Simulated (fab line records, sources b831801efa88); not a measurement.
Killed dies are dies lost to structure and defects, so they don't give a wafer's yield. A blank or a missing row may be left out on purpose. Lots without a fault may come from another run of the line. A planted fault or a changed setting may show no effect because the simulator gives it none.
Chamber matching | flow sky130 | SKY_VIA2_ETCH_15 on rie_diel-02: 4 sister chambers
The step etches SiO2 in C4F8/O2/Ar, stops on TiN, target depth 546 nm, time 84 s. 8 wafers are shown with their chamber, then 7 later ones without.

WAFERS WITH THEIR CHAMBER
wafer  | chamber | oes_product_au (a.u.) | chamber_pressure_mTorr (mTorr)
L080.6 | 3       | 0.935                 | 39.96
L085.4 | 0       | 0.944                 | 40.03
L085.5 | 0       | 0.942                 | 39.96
L087.3 | 2       | 0.932                 | 39.96
L087.4 | 3       | 0.938                 | 39.98
L087.6 | 1       | 0.947                 | 39.97
L090.2 | 1       | 0.942                 | 39.98
L090.5 | 2       | 0.939                 | 40.02

WAFERS WITHOUT THEIR CHAMBER
wafer  | oes_product_au (a.u.) | chamber_pressure_mTorr (mTorr)
L090.6 | 0.929                 | 39.99
L093.4 | 0.940                 | 40.03
L093.5 | 0.935                 | 40.01
L093.6 | 0.941                 | 40.02
L095.3 | 0.935                 | 40.01
L095.4 | 0.937                 | 40.03
L095.5 | 0.940                 | 40.03

WHICH CHAMBER EACH WENT THROUGH
wafer  | from the rows above               | in truth
L090.6 | can't be placed: 2 or 3           | 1
L093.4 | can't be placed: 0 or 2 or 3 or 1 | 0
L093.5 | can't be placed: 2 or 3 or 0      | 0
L093.6 | can't be placed: 0 or 1 or 2 or 3 | 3
L095.3 | can't be placed: 2 or 3 or 0      | 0
L095.4 | can't be placed: 2 or 3 or 0 or 1 | 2
L095.5 | can't be placed: 0 or 2 or 3 or 1 | 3
Placed correctly: 0 of 7. Can't be placed from these rows: 7 (the true chamber is among the candidates in 6). Placed wrongly: 0.
How it was worked out, from the rows above alone: a wafer's distance from a chamber is the root of the sum, over the readings, of the square of ((its reading less the chamber's mean) divided by the reading's scatter). The wafer belongs to the nearest chamber; if the next one is less than 2 further off, it can't be placed. A chamber's mean is the mean of its shown wafers. The scatter: the root of (the sum of the squares of (reading less its chamber's mean) over the shown wafers, divided by (wafers less chambers)).
